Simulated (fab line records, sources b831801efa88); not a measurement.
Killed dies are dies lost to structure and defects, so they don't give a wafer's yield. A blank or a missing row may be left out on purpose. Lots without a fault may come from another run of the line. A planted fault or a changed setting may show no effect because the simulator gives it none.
A struck lot beside a sound one | flow sky130 | 15 steps out of a route of 708
Sound: wafers L189.2, L189.4, L189.5. Struck: wafers L191.2, L191.3, L191.6. The cause comes at the end.
At each step with rows: each side's tool, then ch and its chambers, then its first start. Under that, the readings that differ: sound wafers | struck wafers | difference of the means | sigmas: that difference in standard deviations of wafers without a fault.
alike: readings whose means differ by less than 2 such deviations, and words and numbers that are the same on both sides. not compared: withheld readings, readings that some wafer has no value for, bounds like >300 that may hide the same value, and numbers for which the record gives no deviation and whose values overlap.
The two part at a step that has a row with sigmas, a row that says differs or no value, or rows on one side only. Numbers that don't overlap but have no deviation are shown without sigmas and don't part them. A reading that every wafer of one side lacks parts them only if that side has two wafers or more.

SKY_LDD_P_OVL_MEAS_08:
  sound on overlay-02, day 20 12:52; struck on overlay-02, day 21 18:19
  alike: LDD_P_OVL
then, 1 step without rows for these wafers: SKY_LDD_P_IMPLANT_09.
SKY_LDD_P_STRIP_10: strips in O2/N2.
  sound on plasma_asher-03 ch 0,1, day 20 13:03; struck on plasma_asher-02 ch 1, day 21 18:30
  alike: drypump_motor_current_A, n2_flow_sccm, oes_product_au, strip_time_to_endpoint_s
  not compared: rf_hours_counter_h
SKY_LDD_P_TW_MEAS_11:
  sound on film_metro-04, day 20 13:10; struck on film_metro-02, day 21 18:37
  alike: LDD_P_TW
then, 7 steps without rows for these wafers: SKY_LDD_HVN_DEHYDRATE_00 (time 60 s); SKY_LDD_HVN_HMDS_01 (prime time 60 s); SKY_LDD_HVN_COAT_02 (resist thk 300 nm); SKY_LDD_HVN_SOFTBAKE_03 (time 60 s); SKY_LDD_HVN_EXPOSE_04 (exposes mask HVNTM, target cd 700 nm); SKY_LDD_HVN_PEB_05; SKY_LDD_HVN_DEVELOP_06 (develop time 60 s).
SKY_LDD_HVN_OVL_MEAS_07:
  sound on overlay-01, day 21 20:01; struck on overlay-02, day 23 00:34
  alike: LDD_HVN_OVL
SKY_LDD_HVN_IMPLANT_08:
  sound on implanter-03 ch 0, day 21 20:04; struck on implanter-01, day 23 00:37
  no value came back on the struck wafers for beam_energy_keV, beam_on_s (s); on the sound wafers beam_energy_keV reads 59.993 59.992 59.960
SKY_LDD_HVN_STRIP_09: strips in O2/N2.
  sound on plasma_asher-01 ch 1, day 21 20:11; struck on plasma_asher-03 ch 0,1, day 23 00:44
  alike: drypump_motor_current_A, n2_flow_sccm, oes_product_au, strip_time_to_endpoint_s
  not compared: rf_hours_counter_h
SKY_LDD_HVN_TW_MEAS_10:
  sound on film_metro-03, day 21 20:18; struck on film_metro-03, day 23 00:51
  reading    | sound          | struck   | difference | sigmas
  LDD_HVN_TW | 1433 1433 1433 | 30 30 30 | -1403      | -99 or more

WHERE THEY PART
First at SKY_LDD_HVN_IMPLANT_08; last, within this record, at SKY_LDD_HVN_TW_MEAS_10.

WHY: what the simulator had put in
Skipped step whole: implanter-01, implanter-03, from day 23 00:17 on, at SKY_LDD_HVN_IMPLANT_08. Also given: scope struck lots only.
